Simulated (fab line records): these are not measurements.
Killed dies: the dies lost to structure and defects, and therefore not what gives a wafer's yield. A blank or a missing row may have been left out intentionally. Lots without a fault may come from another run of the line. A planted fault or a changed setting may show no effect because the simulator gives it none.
The tool behind it: which one? / flow sfqLine / 14 lots with 42 wafers sampled at 5 steps, on a route of 325 steps

WHAT EACH GAUGE READ, for each wafer
SFQ_I1_OVL_MEAS_913. Usual: for I1_OVL the level is -1 nm and the standard deviation is 4.8.
lot=L123; measured=day 33 03:04; on=overlay-01; I1_OVL (nm)=-5 -3 -4; flag=
lot=L127; measured=day 35 03:05; on=overlay-01; I1_OVL (nm)=-1 -4 -3; flag=
lot=L128; measured=day 35 19:52; on=overlay-02; I1_OVL (nm)=4 0 -3; flag=
lot=L129; measured=day 36 04:13; on=overlay-01; I1_OVL (nm)=1 1 -8; flag=
lot=L130; measured=day 36 23:26; on=overlay-01; I1_OVL (nm)=-6 -1 -2; flag=
lot=L131; measured=day 37 09:02; on=overlay-01; I1_OVL (nm)=7 -1 0; flag=
lot=L132; measured=day 37 17:25; on=overlay-01; I1_OVL (nm)=1 1 3; flag=
lot=L133; measured=day 38 00:38; on=overlay-01; I1_OVL (nm)=1 9 3; flag=
lot=L135; measured=day 38 19:56; on=overlay-02; I1_OVL (nm)=-2 -4 -7; flag=
lot=L136; measured=day 39 04:21; on=overlay-01; I1_OVL (nm)=2 6 3; flag=
lot=L142; measured=day 41 13:11; on=overlay-01; I1_OVL (nm)=106 107 109; flag=OFF
lot=L143; measured=day 41 15:35; on=overlay-02; I1_OVL (nm)=113 109 107; flag=OFF
lot=L145; measured=day 42 13:10; on=overlay-02; I1_OVL (nm)=2 6 2; flag=
lot=L146; measured=day 42 20:22; on=overlay-02; I1_OVL (nm)=-11 1 1; flag=

SFQ_M2_OVL_MEAS_916. Usual: for M2_OVL the level is 0 nm and the standard deviation is 6.2.
lot=L123; measured=day 33 10:22; on=overlay-01; M2_OVL (nm)=4 -2 -6; flag=
lot=L127; measured=day 41 09:35; on=overlay-02; M2_OVL (nm)=-10 -6 -8; flag=
lot=L128; measured=day 42 02:38; on=overlay-02; M2_OVL (nm)=7 4 5; flag=
lot=L129; measured=day 42 16:46; on=overlay-01; M2_OVL (nm)=4 1 -4; flag=
lot=L130; measured=day 43 11:59; on=overlay-01; M2_OVL (nm)=-9 -7 -3; flag=
lot=L131; measured=day 43 19:11; on=overlay-02; M2_OVL (nm)=-7 -2 -6; flag=
lot=L132; measured=day 44 02:22; on=overlay-01; M2_OVL (nm)=2 -7 1; flag=
lot=L133; measured=day 44 08:23; on=overlay-02; M2_OVL (nm)=-11 -1 2; flag=
lot=L135; measured=day 45 04:46; on=overlay-02; M2_OVL (nm)=5 0 5; flag=
lot=L136; measured=day 45 15:20; on=overlay-02; M2_OVL (nm)=-5 0 -10; flag=
lot=L142; measured=day 47 23:28; on=overlay-02; M2_OVL (nm)=14 3 11; flag=
lot=L143; measured=day 48 01:19; on=overlay-02; M2_OVL (nm)=-4 0 2; flag=
lot=L145; measured=day 48 22:54; on=overlay-02; M2_OVL (nm)=6 6 15; flag=
lot=L146; measured=day 49 06:06; on=overlay-02; M2_OVL (nm)=2 -1 -3; flag=

SFQ_M3_RS_MEAS_919: uses a four-point probe to measure. Usual: for M3_NB_RS the level is 0.873 ohm/sq and the standard deviation is 0.0074.
lot=L123; measured=day 39 23:26; on=filmMetro-01; M3_NB_RS (ohm/sq)=0.868 0.871 0.873; flag=
lot=L127; measured=day 42 07:38; on=filmMetro-03; M3_NB_RS (ohm/sq)=0.885 0.877 0.877; flag=
lot=L128; measured=day 42 15:18; on=filmMetro-02; M3_NB_RS (ohm/sq)=0.879 0.870 0.869; flag=
lot=L129; measured=day 43 01:30; on=filmMetro-02; M3_NB_RS (ohm/sq)=0.858 0.866 0.864; flag=
lot=L130; measured=day 43 21:56; on=filmMetro-03; M3_NB_RS (ohm/sq)=0.862 0.861 0.857; flag=
lot=L131; measured=day 44 06:58; on=filmMetro-01; M3_NB_RS (ohm/sq)=0.878 0.874 0.882; flag=
lot=L132; measured=day 44 11:07; on=filmMetro-03; M3_NB_RS (ohm/sq)=0.875 0.875 0.881; flag=
lot=L133; measured=day 44 17:44; on=filmMetro-02; M3_NB_RS (ohm/sq)=0.876 0.867 0.872; flag=
lot=L135; measured=day 45 13:39; on=filmMetro-02; M3_NB_RS (ohm/sq)=0.880 0.888 0.880; flag=
lot=L136; measured=day 46 00:14; on=filmMetro-02; M3_NB_RS (ohm/sq)=0.880 0.872 0.879; flag=
lot=L142; measured=day 54 06:38; on=filmMetro-01; M3_NB_RS (ohm/sq)=0.877 0.875 0.861; flag=
lot=L143; measured=day 54 10:15; on=filmMetro-02; M3_NB_RS (ohm/sq)=0.869 0.872 0.872; flag=
lot=L145; measured=day 55 10:00; on=filmMetro-01; M3_NB_RS (ohm/sq)=0.869 0.867 0.871; flag=
lot=L146; measured=day 55 16:00; on=filmMetro-03; M3_NB_RS (ohm/sq)=0.867 0.870 0.878; flag=

WHAT TOOL EACH LOT RAN ON (gives the tool, then ch and the chambers of the sampled wafers, and finally the start)
lot=L123; SFQ_TRILAYER_I1_VIA_LITHO_EXPOSE_050=krfScanner-02 ch 0, day 33 01:34; SFQ_TRILAYER_I1_VIA_BARC_OPEN_VIA_ETCH_071=rieDiel-03 ch 0,1,2, day 33 03:06
lot=L127; SFQ_TRILAYER_I1_VIA_LITHO_EXPOSE_050=krfScanner-02 ch 0, day 35 01:58; SFQ_TRILAYER_I1_VIA_BARC_OPEN_VIA_ETCH_071=rieDiel-01 ch 1,2, day 35 03:07
lot=L128; SFQ_TRILAYER_I1_VIA_LITHO_EXPOSE_050=krfScanner-02 ch 0, day 35 18:22; SFQ_TRILAYER_I1_VIA_BARC_OPEN_VIA_ETCH_071=rieDiel-02 ch 1,2, day 35 19:55
lot=L129; SFQ_TRILAYER_I1_VIA_LITHO_EXPOSE_050=krfScanner-01 ch 0, day 36 02:43; SFQ_TRILAYER_I1_VIA_BARC_OPEN_VIA_ETCH_071=rieDiel-03 ch 1,3, day 36 04:15
lot=L130; SFQ_TRILAYER_I1_VIA_LITHO_EXPOSE_050=krfScanner-01 ch 0, day 36 22:19; SFQ_TRILAYER_I1_VIA_BARC_OPEN_VIA_ETCH_071=rieDiel-01 ch 1,3, day 36 23:27
lot=L131; SFQ_TRILAYER_I1_VIA_LITHO_EXPOSE_050=krfScanner-01 ch 0, day 37 07:55; SFQ_TRILAYER_I1_VIA_BARC_OPEN_VIA_ETCH_071=rieDiel-02 ch 0,3, day 37 09:03
lot=L132; SFQ_TRILAYER_I1_VIA_LITHO_EXPOSE_050=krfScanner-01 ch 0, day 37 15:55; SFQ_TRILAYER_I1_VIA_BARC_OPEN_VIA_ETCH_071=rieDiel-03 ch 0,2,3, day 37 17:27
lot=L133; SFQ_TRILAYER_I1_VIA_LITHO_EXPOSE_050=krfScanner-01 ch 0, day 37 23:31; SFQ_TRILAYER_I1_VIA_BARC_OPEN_VIA_ETCH_071=rieDiel-03 ch 0,1,3, day 38 00:39
lot=L135; SFQ_TRILAYER_I1_VIA_LITHO_EXPOSE_050=krfScanner-02 ch 0, day 38 18:26; SFQ_TRILAYER_I1_VIA_BARC_OPEN_VIA_ETCH_071=rieDiel-01 ch 0,2,3, day 38 19:59
lot=L136; SFQ_TRILAYER_I1_VIA_LITHO_EXPOSE_050=krfScanner-02 ch 0, day 39 03:14; SFQ_TRILAYER_I1_VIA_BARC_OPEN_VIA_ETCH_071=rieDiel-01 ch 0,3, day 39 04:23
lot=L142; SFQ_TRILAYER_I1_VIA_LITHO_EXPOSE_050=krfScanner-01 ch 0, day 41 11:53; SFQ_TRILAYER_I1_VIA_BARC_OPEN_VIA_ETCH_071=rieDiel-02 ch 1,2, day 41 13:13
lot=L143; SFQ_TRILAYER_I1_VIA_LITHO_EXPOSE_050=krfScanner-01 ch 0, day 41 14:29; SFQ_TRILAYER_I1_VIA_BARC_OPEN_VIA_ETCH_071=rieDiel-01 ch 0,1,2, day 41 15:37
lot=L145; SFQ_TRILAYER_I1_VIA_LITHO_EXPOSE_050=krfScanner-02 ch 0, day 42 11:40; SFQ_TRILAYER_I1_VIA_BARC_OPEN_VIA_ETCH_071=rieDiel-02 ch 2,3, day 42 13:13
lot=L146; SFQ_TRILAYER_I1_VIA_LITHO_EXPOSE_050=krfScanner-02 ch 0, day 42 18:52; SFQ_TRILAYER_I1_VIA_BARC_OPEN_VIA_ETCH_071=rieDiel-01 ch 1,3, day 42 20:25
- SFQ_TRILAYER_I1_VIA_LITHO_EXPOSE_050: exposes mask I1, target cd 500 nm.
- SFQ_TRILAYER_I1_VIA_BARC_OPEN_VIA_ETCH_071: etches BARC in O2, target depth 125 nm, time 41.7 s.

AS READ BY THE TOOLS THEMSELVES (means over the sampled wafers that have a number; for cases with no such wafer, the mark the record gives instead)
SFQ_TRILAYER_I1_VIA_BARC_OPEN_VIA_ETCH_071. Usual: biasW 80.00 W, standard deviation 0.23; chamberPressureMTorr 30.00 mTorr, standard deviation 0.03; drypumpMotorCurrentA 5.9 A, standard deviation 0.51; oesProductAu 0.685 a.u., standard deviation 0.0044.
lot=L123; tool=rieDiel-03; biasW (W)=79.92; chamberPressureMTorr (mTorr)=30.00; drypumpMotorCurrentA (A)=6.1; oesProductAu (a.u.)=0.685; flag=
lot=L127; tool=rieDiel-01; biasW (W)=80.06; chamberPressureMTorr (mTorr)=30.03; drypumpMotorCurrentA (A)=5.8; oesProductAu (a.u.)=0.685; flag=
lot=L128; tool=rieDiel-02; biasW (W)=80.00; chamberPressureMTorr (mTorr)=29.99; drypumpMotorCurrentA (A)=6.0; oesProductAu (a.u.)=0.686; flag=
lot=L129; tool=rieDiel-03; biasW (W)=80.28; chamberPressureMTorr (mTorr)=30.01; drypumpMotorCurrentA (A)=5.8; oesProductAu (a.u.)=0.683; flag=
lot=L130; tool=rieDiel-01; biasW (W)=80.04; chamberPressureMTorr (mTorr)=29.98; drypumpMotorCurrentA (A)=6.1; oesProductAu (a.u.)=0.683; flag=
lot=L131; tool=rieDiel-02; biasW (W)=80.26; chamberPressureMTorr (mTorr)=29.96; drypumpMotorCurrentA (A)=5.8; oesProductAu (a.u.)=0.684; flag=
lot=L132; tool=rieDiel-03; biasW (W)=79.77; chamberPressureMTorr (mTorr)=29.99; drypumpMotorCurrentA (A)=5.6; oesProductAu (a.u.)=0.684; flag=
lot=L133; tool=rieDiel-03; biasW (W)=79.96; chamberPressureMTorr (mTorr)=29.99; drypumpMotorCurrentA (A)=5.6; oesProductAu (a.u.)=0.684; flag=
lot=L135; tool=rieDiel-01; biasW (W)=79.96; chamberPressureMTorr (mTorr)=29.97; drypumpMotorCurrentA (A)=5.9; oesProductAu (a.u.)=0.687; flag=
lot=L136; tool=rieDiel-01; biasW (W)=80.00; chamberPressureMTorr (mTorr)=29.98; drypumpMotorCurrentA (A)=6.0; oesProductAu (a.u.)=0.683; flag=
lot=L142; tool=rieDiel-02; biasW (W)=80.16; chamberPressureMTorr (mTorr)=29.98; drypumpMotorCurrentA (A)=6.3; oesProductAu (a.u.)=0.685; flag=
lot=L143; tool=rieDiel-01; biasW (W)=80.11; chamberPressureMTorr (mTorr)=30.01; drypumpMotorCurrentA (A)=6.0; oesProductAu (a.u.)=0.681; flag=
lot=L145; tool=rieDiel-02; biasW (W)=79.76; chamberPressureMTorr (mTorr)=29.98; drypumpMotorCurrentA (A)=5.5; oesProductAu (a.u.)=0.689; flag=
lot=L146; tool=rieDiel-01; biasW (W)=79.86; chamberPressureMTorr (mTorr)=30.01; drypumpMotorCurrentA (A)=6.0; oesProductAu (a.u.)=0.683; flag=

THE ANSWER, worked out from the rows above alone
Rule: take the mean of a lot's wafers that have a number; if it is more than 3 standard deviations from the usual mean, the lot is off. Also off: a lot with no number at a reading for which 4 or more lots have one. Any other lot the step has rows for is counted as sound. After the gauges, taken in route order, come the tools' own readings; for these a lot's mean is taken, as printed above. At the first step where some lot is off, the reading lying furthest off is the one used; lots without a number count as furthest.
Off: at SFQ_I1_OVL_MEAS_913 (I1_OVL), L142, L143.
If a tool, at a process step before that reading, ran all the lots that are off and no sound lot after the first of them, it fits. The gauges at SFQ_I1_OVL_MEAS_913 are tried like those tools. One fits: SFQ_TRILAYER_I1_VIA_LITHO_EXPOSE_050 on krfScanner-01. Its last sound lot is L133 (day 37 23:31), its first lot that is off L142 (day 41 11:53): a fault that began between those two fits.

WHAT THE SIMULATOR PUT IN
Scanner matching overlay: krfScanner-01, from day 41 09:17 on, at SFQ_TRILAYER_I1_VIA_LITHO_EXPOSE_050. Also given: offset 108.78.
Shown lots that were struck: L142, L143. The rule above found the same.
